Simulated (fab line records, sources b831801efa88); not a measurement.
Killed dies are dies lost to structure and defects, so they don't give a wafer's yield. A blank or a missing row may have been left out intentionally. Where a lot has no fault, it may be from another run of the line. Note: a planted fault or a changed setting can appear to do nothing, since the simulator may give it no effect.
fab line records	flow gf180mcu
record: lots: 24	wafers: 72	lastDay: 35
route steps=602 shown POLY_GATE@174 CONTACT@314 M1@329 V2@384
lots that met no fault: from a run of the same line without faults
startH: start of the lot's first displayed wafer, in hours after the record's first day	waitH: hours since the lot's step before	" unchanged from the row above	L1.1+2: several wafers, shown together as one row	- either no value or no given start	* or withheld: withheld	< > ~ a bound
route shown NAME@n: a module of which the file shows steps, and the number in the route of the first	usual: the fault-free wafers' mean and standard deviation	same: alike in all rows	chamber/n: place in a boat	sites: each site's reading	_std_site: their standard deviation	_edge_site: mean of outer sites minus mean of inner sites	radiusMm: how far each site lies from the wafer's centre	mask NAME#n: copy n	behind: tool/chamber where the wafer was last shaped	hold: reason for holding the lot/hours on hold/outcome of the hold	device: which transistor (n, p or np) failed to switch	end of line: tests run on the same wafers once the route is complete	a step given without rows: its recipe and nothing more	killed: at the first sort, the dies lost to defects and structure; wafer yield is something else	map: a wafer's dies, x killed, . not, _ none there
set.NAME: the setting that was run; set.NAME@STEP: the one run at that earlier step	model.NAME: the simulator's own value behind a step, which no gauge read
route steps across a sampled set of lots; one table per step, one row per wafer
services: when a tool's chamber went out of use (startH, in hours from the record's first day, below 0 if earlier), for how many hours, and the reason
== steps ==
step: GF_POLY_GATE_THK_MEAS_17
recipe: reads: SiO2_of_POLY_GATE_OXIDATION_16
usual: POLY_GATE_OXIDATION_THK: 4.01/0.08
lot.wafer	tool	chamber	startH	waitH	POLY_GATE_OXIDATION_THK[nm]
L074.1	filmMetro-02	-	210.34	0.0	3.91
L074.2	"	-	"	"	3.90
L074.4	"	-	"	"	3.85
L075.1	filmMetro-02	-	215.82	0.0	4.10
L075.5	"	-	"	"	4.10
L075.6	"	-	"	"	4.05
L076.1	filmMetro-02	-	223.70	0.0	3.98
L076.3	"	-	"	"	3.90
L076.6	"	-	"	"	3.85
L077.2	filmMetro-01	-	229.18	0.0	4.08
L077.3	"	-	"	"	4.05
L077.4	"	-	"	"	4.03
L078.1	filmMetro-01	-	236.92	0.0	4.10
L078.2	"	-	"	"	4.05
L078.3	"	-	"	"	4.05
L079.1	filmMetro-01	-	245.31	0.0	3.89
L079.4	"	-	"	"	3.98
L079.5	"	-	"	"	3.88
L080.1	filmMetro-01	-	250.22	0.0	4.06
L080.3	"	-	"	"	4.07
L080.4	"	-	"	"	4.04
L081.2	filmMetro-01	-	256.32	0.0	4.00
L081.3	"	-	"	"	3.99
L081.5	"	-	"	"	3.89
L082.1	filmMetro-02	-	266.11	0.0	4.01
L082.2	"	-	"	"	4.03
L082.4	"	-	"	"	4.00
L083.1	filmMetro-04	-	274.12	0.0	3.96
L083.5	"	-	"	"	4.08
L083.6	"	-	"	"	3.94
L084.4	filmMetro-01	-	276.05	0.0	4.05
L084.5	"	-	"	"	4.02
L084.6	"	-	"	"	4.11
L085.1	filmMetro-04	-	290.37	0.0	3.95
L085.2	"	-	"	"	3.99
L085.6	"	-	"	"	4.00
L086.3	filmMetro-01	-	295.25	0.0	3.92
L086.4	"	-	"	"	3.90
L086.6	"	-	"	"	4.02
L087.1	filmMetro-02	-	299.91	0.0	4.05
L087.4	"	-	"	"	3.98
L087.6	"	-	"	"	3.97
L088.2	filmMetro-01	-	309.43	0.0	4.10
L088.4	"	-	"	"	4.11
L088.6	"	-	"	"	4.06
L089.2	filmMetro-02	-	318.61	0.0	4.18
L089.3	"	-	"	"	4.09
L089.4	"	-	"	"	4.08
L090.3	filmMetro-01	-	323.06	0.0	4.01
L090.4	"	-	"	"	4.02
L090.5	"	-	"	"	4.00
L091.1	filmMetro-01	-	329.86	0.0	4.01
L091.5	"	-	"	"	3.98
L091.6	"	-	"	"	4.08
L092.1	filmMetro-01	-	340.34	0.0	3.97
L092.2	"	-	"	"	4.05
L092.5	"	-	"	"	4.02
L093.2	filmMetro-01	-	344.47	0.0	3.81
L093.4	"	-	"	"	3.76
L093.6	"	-	"	"	3.83
L094.1	filmMetro-02	-	349.66	0.0	4.05
L094.5	"	-	"	"	4.09
L094.6	"	-	"	"	4.09
L095.1	filmMetro-02	-	356.01	0.0	4.15
L095.3	"	-	"	"	4.14
L095.4	"	-	"	"	4.13
L096.1	filmMetro-01	-	365.07	0.0	4.08
L096.5	"	-	"	"	4.03
L096.6	"	-	"	"	4.07
L097.1	filmMetro-01	-	373.68	0.0	3.95
L097.2	"	-	"	"	3.99
L097.4	"	-	"	"	3.91
step: GF_CONTACT_CMP_27
recipe: stopOn: SiO2	downForcePsi: 3.5	platenRpm: 60	tOverpolishS: 15	targetThkNm: 0	padVelocityMS: 0.94248
usual: motorCurrentA: 11.6/0.95	overpolishRunS: 15.000/0.0093	timeToEndpointS: 71.2/3
same: tOverpolishS: 15
lot.wafer	tool	chamber	startH	waitH	motorCurrentA	overpolishRunS	timeToEndpointS
L074.2	cmp-02	0	384.34	0.1	11.8	14.996	71.6
L074.4	"	1	"	"	12.4	14.994	71.4
L074.1	"	2	"	"	11.0	14.994	67.8
L075.1	cmp-01	2	390.93	0.1	9.8	14.998	73.9
L075.5	"	0	"	"	11.8	15.012	72.8
L075.6	"	1	"	"	11.9	14.994	73.2
L076.1	cmp-02	3	400.68	0.1	10.3	15.008	76.1
L076.3	"	0	"	"	11.5	15.003	69.5
L076.6	"	0	"	"	11.8	14.990	69.5
L077.3	cmp-01	0	408.83	0.0	12.5	14.989	71.0
L077.4	"	1	"	"	11.8	15.005	70.3
L077.2	"	3	"	"	13.0	15.008	70.0
L078.2	cmp-01	3	414.59	0.1	13.0	14.983	73.1
L078.3	"	0	"	"	11.8	14.993	74.0
L078.1	"	1	"	"	12.2	14.998	72.6
L079.1	cmp-02	1	430.40	0.1	13.0	15.011	69.8
L079.4	"	2	"	"	11.2	14.997	70.2
L079.5	"	3	"	"	10.6	15.018	71.8
L080.3	cmp-01	2	435.44	0.1	10.4	15.013	72.9
L080.1	"	3	"	"	12.2	15.007	70.0
L080.4	"	0	"	"	11.7	15.000	74.2
L081.3	cmp-02	2	442.75	0.1	10.7	14.990	71.9
L081.2	"	3	"	"	10.5	15.010	76.8
L081.5	"	0	"	"	12.3	14.999	72.3
L082.2	cmp-01	2	455.43	0.1	10.1	15.004	69.7
L082.1	"	3	"	"	13.9	15.005	77.5
L082.4	"	0	"	"	11.1	14.988	73.6
L083.1	cmp-01	2	462.71	0.5	9.6	15.003	68.4
L083.5	"	1	"	"	11.5	14.994	69.1
L083.6	"	2	"	"	10.1	14.992	68.2
L084.4	cmp-01	2	464.90	0.1	9.5	15.007	71.2
L084.6	"	0	"	"	11.6	14.996	73.5
L084.5	"	1	"	"	11.6	14.980	69.8
L085.2	cmp-01	1	483.70	0.1	12.0	14.996	70.5
L085.1	"	3	"	"	13.4	15.017	72.4
L085.6	"	1	"	"	12.2	15.014	69.9
L086.4	cmp-01	3	489.75	0.3	12.9	15.006	72.3
L086.3	"	0	"	"	11.3	14.995	70.0
L086.6	"	0	"	"	11.1	15.006	70.9
L087.4	cmp-01	3	497.03	0.0	12.6	14.990	71.1
L087.1	"	1	"	"	12.3	14.993	69.2
L087.6	"	3	"	"	12.2	14.996	70.4
L088.4	cmp-01	0	505.25	0.1	11.1	15.011	73.8
L088.2	"	2	"	"	10.1	15.008	71.5
L088.6	"	0	"	"	12.0	14.998	75.4
L089.3	cmp-02	1	515.14	0.0	11.7	15.003	72.5
L089.4	"	2	"	"	11.4	14.992	65.1
L089.2	"	3	"	"	10.1	14.998	72.0
L090.3	cmp-01	3	521.74	0.0	12.3	14.986	74.8
L090.4	"	2	"	"	10.4	14.986	69.3
L090.5	"	3	"	"	13.6	14.997	73.0
L091.1	cmp-01	2	529.05	0.1	10.5	15.026	73.1
L091.5	"	0	"	"	11.1	15.000	73.5
L091.6	"	1	"	"	11.6	14.999	73.1
L092.1	cmp-01	0	538.12	0.1	11.8	14.998	74.2
L092.2	"	2	"	"	10.3	14.989	69.1
L092.5	"	1	"	"	11.4	14.997	71.0
L093.2	cmp-01	2	546.26	0.0	10.0	15.009	68.5
L093.4	"	3	"	"	12.8	15.017	69.6
L093.6	"	2	"	"	10.1	14.995	68.8
L094.1	cmp-02	0	548.69	0.2	12.0	14.986	65.0
L094.5	"	1	"	"	11.7	15.021	71.8
L094.6	"	2	"	"	10.7	14.999	65.6
L095.1	cmp-02	3	556.98	0.1	10.6	14.984	73.1
L095.3	"	0	"	"	11.5	15.001	63.1
L095.4	"	1	"	"	12.3	14.995	70.3
L096.1	cmp-01	0	564.55	0.1	11.4	15.004	70.9
L096.6	"	0	"	"	11.5	15.009	72.3
L096.5	"	1	"	"	12.3	15.003	70.6
L097.1	cmp-02	0	573.48	0.1	11.7	14.985	64.3
L097.4	"	1	"	"	12.5	14.999	68.2
L097.2	"	2	"	"	10.8	14.979	65.1
step: GF_M1_CD_MEAS_14
recipe: targetCdNm: 230
usual: cdNm: 230.0/1.1
lot.wafer	tool	chamber	startH	waitH	cdNm
L074.1	cdSem-01	-	408.91	0.1	231.9
L074.2	"	-	"	"	231.3
L074.4	"	-	"	"	230.7
L075.1	cdSem-01	-	415.18	0.1	229.3
L075.5	"	-	"	"	231.5
L075.6	"	-	"	"	230.2
L076.1	cdSem-02	-	425.11	0.1	231.3
L076.3	"	-	"	"	230.8
L076.6	"	-	"	"	230.2
L077.2	cdSem-01	-	433.82	0.1	229.8
L077.3	"	-	"	"	231.0
L077.4	"	-	"	"	229.9
L078.1	cdSem-02	-	439.96	0.1	228.9
L078.2	"	-	"	"	229.4
L078.3	"	-	"	"	230.1
L079.1	cdSem-01	-	455.90	0.1	229.8
L079.4	"	-	"	"	228.8
L079.5	"	-	"	"	228.6
L080.1	cdSem-01	-	460.18	0.1	230.8
L080.3	"	-	"	"	230.2
L080.4	"	-	"	"	231.2
L081.2	cdSem-02	-	467.37	0.1	227.9
L081.3	"	-	"	"	229.2
L081.5	"	-	"	"	228.3
L082.1	cdSem-01	-	480.43	0.1	231.7
L082.2	"	-	"	"	231.5
L082.4	"	-	"	"	230.7
L083.1	cdSem-01	-	487.50	0.1	230.0
L083.5	"	-	"	"	230.7
L083.6	"	-	"	"	231.5
L084.4	cdSem-02	-	490.21	0.1	230.3
L084.5	"	-	"	"	229.9
L084.6	"	-	"	"	229.4
L085.1	cdSem-01	-	508.38	0.1	229.2
L085.2	"	-	"	"	228.4
L085.6	"	-	"	"	229.9
L086.3	cdSem-01	-	514.77	0.1	229.2
L086.4	"	-	"	"	230.7
L086.6	"	-	"	"	229.4
L087.1	cdSem-02	-	521.20	0.1	230.3
L087.4	"	-	"	"	230.2
L087.6	"	-	"	"	230.5
L088.2	cdSem-02	-	530.12	0.1	229.1
L088.4	"	-	"	"	227.6
L088.6	"	-	"	"	227.4
L089.2	cdSem-01	-	539.17	0.1	229.9
L089.3	"	-	"	"	230.0
L089.4	"	-	"	"	228.8
L090.3	cdSem-01	-	545.79	0.1	230.9
L090.4	"	-	"	"	230.7
L090.5	"	-	"	"	230.1
L091.1	cdSem-01	-	553.20	0.1	229.8
L091.5	"	-	"	"	230.2
L091.6	"	-	"	"	229.7
L092.1	cdSem-02	-	562.15	0.1	229.6
L092.2	"	-	"	"	230.2
L092.5	"	-	"	"	229.5
L093.2	cdSem-02	-	569.15	0.1	231.5
L093.4	"	-	"	"	233.0
L093.6	"	-	"	"	231.2
L094.1	cdSem-02	-	572.43	0.1	228.6
L094.5	"	-	"	"	229.5
L094.6	"	-	"	"	228.7
L095.1	cdSem-02	-	580.10	0.1	227.7
L095.3	"	-	"	"	227.8
L095.4	"	-	"	"	228.7
L096.1	cdSem-01	-	587.60	0.1	230.7
L096.5	"	-	"	"	230.2
L096.6	"	-	"	"	229.6
L097.1	cdSem-02	-	595.60	0.1	230.1
L097.2	"	-	"	"	231.2
L097.4	"	-	"	"	230.3
step: GF_M1_STRIP_17
recipe: chemistry: O2/N2	powerW: 1400	pressureMtorr: 1500	platenTempC: 250	o2FlowSccm: 3000	n2FlowSccm: 300	overashFraction: 0.5
usual: drypumpMotorCurrentA: 5.76/0.3	heaterPowerW: 333/42	oesProductAu: 0.557/0.0052	platenTempC: 249.99/0.17	stripTimeToEndpointS: 7.85/0.053
lot.wafer	tool	chamber	startH	waitH	drypumpMotorCurrentA	heaterPowerW	oesProductAu	platenTempC	rfHoursCounterH	stripTimeToEndpointS
L074.1	plasmaAsher-04	1	409.17	0.1	5.44	385	0.562	249.91	73	7.89
L074.2	"	0	"	"	5.65	338	0.558	249.92	73	7.94
L074.4	"	1	"	"	5.45	392	0.558	250.12	-	7.91
L075.1	plasmaAsher-03	0	415.45	0.1	6.02	300	0.547	249.95	61	7.73
L075.5	"	0	"	"	6.05	304	0.559	249.99	-	7.79
L075.6	"	1	"	"	5.63	281	0.549	249.98	-	7.75
L076.1	plasmaAsher-03	1	425.37	0.1	5.59	281	0.549	249.96	62	7.86
L076.3	"	1	"	"	5.64	282	0.551	249.98	-	7.85
L076.6	"	1	"	"	5.61	287	0.553	249.85	-	7.86
L077.2	plasmaAsher-04	1	434.07	0.1	5.45	389	0.552	249.79	76	7.83
L077.3	"	0	"	"	5.64	348	0.557	249.95	-	7.78
L077.4	"	1	"	"	5.46	393	0.563	250.23	-	7.90
L078.1	plasmaAsher-04	1	440.22	0.1	5.44	389	0.548	250.03	76	7.76
L078.2	"	0	"	"	5.64	345	0.565	250.29	76	7.82
L078.3	"	1	"	"	5.47	383	0.557	250.27	-	7.80
L079.1	plasmaAsher-02	0	456.17	0.1	6.53	393	0.561	250.17	37	7.88
L079.4	"	1	"	"	6.11	302	0.566	250.28	-	7.86
L079.5	"	0	"	"	6.54	391	0.556	249.90	-	7.93
L080.1	plasmaAsher-04	1	460.45	0.1	5.47	389	0.560	250.23	78	7.78
L080.3	"	0	"	"	5.64	344	0.549	249.74	-	7.78
L080.4	"	1	"	"	5.47	388	0.551	250.12	-	7.75
L081.2	plasmaAsher-03	1	467.73	0.1	5.62	284	0.559	249.91	67	7.92
L081.3	"	1	"	"	5.60	288	0.559	250.04	-	7.91
L081.5	"	1	"	"	5.60	289	0.554	249.81	-	7.92
L082.1	plasmaAsher-04	0	480.70	0.1	5.65	343	0.570	249.96	80	7.91
L082.2	"	1	"	"	5.48	385	0.570	249.90	80	7.92
L082.4	"	1	"	"	5.47	379	0.557	250.06	-	7.91
L083.1	plasmaAsher-03	0	487.77	0.1	6.01	307	0.553	249.95	69	7.88
L083.5	"	0	"	"	5.99	304	0.553	249.98	-	7.87
L083.6	"	1	"	"	5.61	278	0.563	249.88	-	7.88
L084.4	plasmaAsher-03	0	490.46	0.1	6.03	301	0.561	250.24	-	7.90
L084.5	"	0	"	"	6.02	301	0.564	250.18	-	7.91
L084.6	"	1	"	"	5.61	286	0.557	249.93	-	7.89
L085.1	plasmaAsher-02	0	508.65	0.1	6.52	408	0.556	250.00	43	7.80
L085.2	"	1	"	"	6.10	308	0.562	249.90	43	7.75
L085.6	"	0	"	"	6.50	395	0.555	249.93	-	7.83
L086.3	plasmaAsher-02	1	515.03	0.1	6.11	306	0.559	249.92	-	7.87
L086.4	"	0	"	"	6.50	392	0.555	249.94	-	7.92
L086.6	"	0	"	"	6.52	395	0.563	249.75	-	7.87
L087.1	plasmaAsher-04	0	521.47	0.1	5.65	351	0.559	249.58	85	7.93
L087.4	"	0	"	"	5.65	342	0.556	249.90	-	7.83
L087.6	"	1	"	"	5.46	395	0.558	250.22	-	7.87
L088.2	plasmaAsher-03	1	530.37	0.1	5.63	287	0.556	250.20	74	7.83
L088.4	"	0	"	"	6.04	303	0.557	249.74	-	7.81
L088.6	"	0	"	"	6.04	299	0.551	249.79	-	7.84
L089.2	plasmaAsher-03	1	539.42	0.1	5.59	275	0.554	249.69	75	7.80
L089.3	"	0	"	"	6.04	303	0.554	249.92	-	7.81
L089.4	"	1	"	"	5.64	285	0.564	249.74	-	7.81
L090.3	plasmaAsher-03	0	546.06	0.1	6.06	300	0.563	249.93	-	7.84
L090.4	"	1	"	"	5.60	288	0.556	249.86	-	7.86
L090.5	"	0	"	"	6.02	291	0.555	250.06	-	7.85
L091.1	plasmaAsher-03	0	553.47	0.1	6.01	301	0.562	250.21	77	7.90
L091.5	"	1	"	"	5.60	284	0.566	249.97	-	7.91
L091.6	"	0	"	"	6.05	295	0.556	250.13	-	7.88
L092.1	plasmaAsher-04	0	562.46	0.1	5.62	344	0.555	249.88	89	7.86
L092.2	"	1	"	"	5.47	386	0.567	250.15	89	7.92
L092.5	"	1	"	"	5.45	388	0.558	250.21	-	7.83
L093.2	plasmaAsher-03	1	569.40	0.1	5.62	287	0.556	250.03	78	7.85
L093.4	"	1	"	"	5.63	288	0.555	249.93	-	7.85
L093.6	"	1	"	"	5.61	280	0.561	249.93	-	7.80
L094.1	plasmaAsher-04	1	572.73	0.1	5.44	388	0.559	250.17	90	7.87
L094.5	"	1	"	"	5.47	391	0.562	249.91	-	7.92
L094.6	"	0	"	"	5.62	342	0.560	250.37	-	7.84
L095.1	plasmaAsher-04	0	580.36	0.1	5.64	343	0.553	249.87	91	7.87
L095.3	"	1	"	"	5.44	387	0.562	250.04	-	7.91
L095.4	"	0	"	"	5.67	351	0.562	249.79	-	7.84
L096.1	plasmaAsher-04	1	587.86	0.1	5.46	384	0.555	250.14	92	7.81
L096.5	"	1	"	"	5.45	391	0.565	250.07	-	7.83
L096.6	"	0	"	"	5.65	339	0.555	250.10	-	7.79
L097.1	plasmaAsher-04	0	595.86	0.1	5.62	352	0.562	249.90	92	7.77
L097.2	"	1	"	"	5.45	391	0.547	249.91	92	7.84
L097.4	"	1	"	"	5.45	378	0.560	249.98	-	7.82
step: GF_V2_CVD_02
recipe: material: SiO2	targetThkNm: 850	precursor: TEOS	tempC: 400	timeS: 94.851	rfW: 600
usual: heaterPowerW: 687/120
lot.wafer	tool	chamber	startH	waitH	heaterPowerW
L074.1	pecvd-03	1	462.04	0.1	608
L074.2	"	2	"	"	687
L074.4	"	2	"	"	721
L075.1	pecvd-04	0	468.18	0.1	574
L075.5	"	0	"	"	670
L075.6	"	2	"	"	557
L076.1	pecvd-02	2	478.68	0.1	987
L076.3	"	0	"	"	634
L076.6	"	0	"	"	505
L077.2	pecvd-04	2	486.91	0.0	628
L077.3	"	1	"	"	619
L077.4	"	0	"	"	647
L078.1	pecvd-04	0	493.54	0.1	660
L078.2	"	2	"	"	654
L078.3	"	2	"	"	707
L079.1	pecvd-03	2	509.13	0.1	696
L079.4	"	1	"	"	645
L079.5	"	0	"	"	755
L080.1	pecvd-04	0	512.95	0.1	653
L080.3	"	1	"	"	685
L080.4	"	0	"	"	671
L081.2	pecvd-04	1	521.08	0.0	627
L081.3	"	0	"	"	657
L081.5	"	1	"	"	664
L082.1	pecvd-04	0	532.62	0.1	674
L082.2	"	2	"	"	645
L082.4	"	2	"	"	660
L083.1	pecvd-03	1	539.13	0.1	547
L083.5	"	2	"	"	656
L083.6	"	0	"	"	764
L084.4	pecvd-04	1	542.78	0.1	716
L084.5	"	0	"	"	635
L084.6	"	2	"	"	662
L085.1	pecvd-02	2	558.54	0.1	989
L085.2	"	1	"	"	703
L085.6	"	0	"	"	591
L086.3	pecvd-02	2	565.72	0.0	1018
L086.4	"	2	"	"	838
L086.6	"	1	"	"	680
L087.1	pecvd-03	1	571.72	0.1	515
L087.4	"	0	"	"	608
L087.6	"	1	"	"	578
L088.2	pecvd-02	1	579.95	0.0	702
L088.4	"	2	"	"	1036
L088.6	"	0	"	"	638
L089.2	pecvd-02	1	588.98	0.0	663
L089.3	"	2	"	"	1054
L089.4	"	1	"	"	684
L090.3	pecvd-02	1	594.71	0.1	691
L090.4	"	2	"	"	1005
L090.5	"	2	"	"	816
L091.1	pecvd-02	2	601.77	0.1	986
L091.5	"	1	"	"	552
L091.6	"	2	"	"	844
L092.1	pecvd-03	1	610.29	0.1	601
L092.2	"	0	"	"	673
L092.5	"	0	"	"	702
L093.2	pecvd-02	2	616.66	0.0	880
L093.4	"	0	"	"	519
L093.6	"	2	"	"	934
L094.1	pecvd-03	1	619.98	0.1	547
L094.5	"	1	"	"	608
L094.6	"	2	"	"	724
L095.1	pecvd-03	1	626.87	0.1	640
L095.3	"	2	"	"	702
L095.4	"	0	"	"	723
L096.1	pecvd-03	2	634.48	0.1	601
L096.5	"	1	"	"	637
L096.6	"	0	"	"	744
L097.1	pecvd-03	0	641.18	0.1	756
L097.2	"	1	"	"	637
L097.4	"	1	"	"	532
step: GF_V2_OVL_MEAS_15
usual: V2_OVL: 3/4.8
lot.wafer	tool	chamber	startH	waitH	V2_OVL[nm]
L074.1	overlay-02	-	488.26	0.1	1
L074.2	"	-	"	"	0
L074.4	"	-	"	"	1
L075.1	overlay-01	-	493.00	0.1	3
L075.5	"	-	"	"	0
L075.6	"	-	"	"	3
L076.1	overlay-01	-	503.89	0.1	3
L076.3	"	-	"	"	-6
L076.6	"	-	"	"	7
L077.2	overlay-01	-	511.65	0.1	3
L077.3	"	-	"	"	2
L077.4	"	-	"	"	8
L078.1	overlay-02	-	518.60	0.1	-2
L078.2	"	-	"	"	-2
L078.3	"	-	"	"	-2
L079.1	overlay-01	-	533.60	0.1	6
L079.4	"	-	"	"	13
L079.5	"	-	"	"	5
L080.1	overlay-01	-	537.67	0.1	4
L080.3	"	-	"	"	4
L080.4	"	-	"	"	1
L081.2	overlay-01	-	545.37	0.1	-2
L081.3	"	-	"	"	3
L081.5	"	-	"	"	-7
L082.1	overlay-01	-	556.45	0.1	12
L082.2	"	-	"	"	7
L082.4	"	-	"	"	1
L083.1	overlay-01	-	563.11	0.1	-2
L083.5	"	-	"	"	1
L083.6	"	-	"	"	5
L084.4	overlay-02	-	566.42	0.1	10
L084.5	"	-	"	"	0
L084.6	"	-	"	"	7
L085.1	overlay-02	-	582.45	0.1	1
L085.2	"	-	"	"	3
L085.6	"	-	"	"	8
L086.3	overlay-02	-	588.78	0.1	4
L086.4	"	-	"	"	-2
L086.6	"	-	"	"	4
L087.1	overlay-01	-	594.51	0.1	13
L087.4	"	-	"	"	12
L087.6	"	-	"	"	10
L088.2	overlay-02	-	602.05	0.1	2
L088.4	"	-	"	"	1
L088.6	"	-	"	"	-7
L089.2	overlay-01	-	610.90	0.1	4
L089.3	"	-	"	"	0
L089.4	"	-	"	"	9
L090.3	overlay-01	-	617.01	0.1	6
L090.4	"	-	"	"	2
L090.5	"	-	"	"	1
L091.1	overlay-01	-	623.66	0.1	2
L091.5	"	-	"	"	-6
L091.6	"	-	"	"	-3
L092.1	overlay-02	-	631.80	0.1	1
L092.2	"	-	"	"	-2
L092.5	"	-	"	"	6
L093.2	overlay-02	-	637.32	0.1	-2
L093.4	"	-	"	"	3
L093.6	"	-	"	"	3
L094.1	overlay-01	-	640.26	0.1	0
L094.5	"	-	"	"	2
L094.6	"	-	"	"	5
L095.1	overlay-01	-	647.20	0.1	2
L095.3	"	-	"	"	-2
L095.4	"	-	"	"	-3
L096.1	overlay-02	-	655.90	0.1	10
L096.5	"	-	"	"	10
L096.6	"	-	"	"	9
L097.1	overlay-02	-	662.01	0.1	4
L097.2	"	-	"	"	-5
L097.4	"	-	"	"	-5
== services ==
tool	chamber	startH	hours	kind
pecvd-02	-	368.88	14.0	pm
pecvd-02	-	379.21	0.2	repair
cmp-02	-	388.42	2.1	repair
cmp-02	-	404.02	4.0	pm
plasmaAsher-04	-	433.23	0.3	repair
plasmaAsher-04	-	436.27	2.4	repair
cmp-01	-	438.60	1.0	repair
cmp-02	-	448.09	0.5	repair
cmp-02	-	459.52	5.5	repair
pecvd-04	-	469.88	6.0	pm
plasmaAsher-02	-	471.12	6.0	repair
pecvd-04	1	491.58	14.4	repair
plasmaAsher-04	-	494.53	2.8	pm
pecvd-02	-	496.56	2.8	pm
pecvd-03	-	513.86	6.0	pm
pecvd-03	1	526.12	6.7	repair
cmp-01	-	572.00	4.0	pm
cmp-01	-	574.42	0.3	repair
pecvd-02	0	588.74	19.3	repair
pecvd-03	-	591.12	14.0	pm
cmp-01	-	600.84	15.3	pm
pecvd-04	0	605.47	28.9	repair
plasmaAsher-03	-	632.86	4.0	pm
cmp-01	-	636.91	0.2	repair
== key ==
fault none
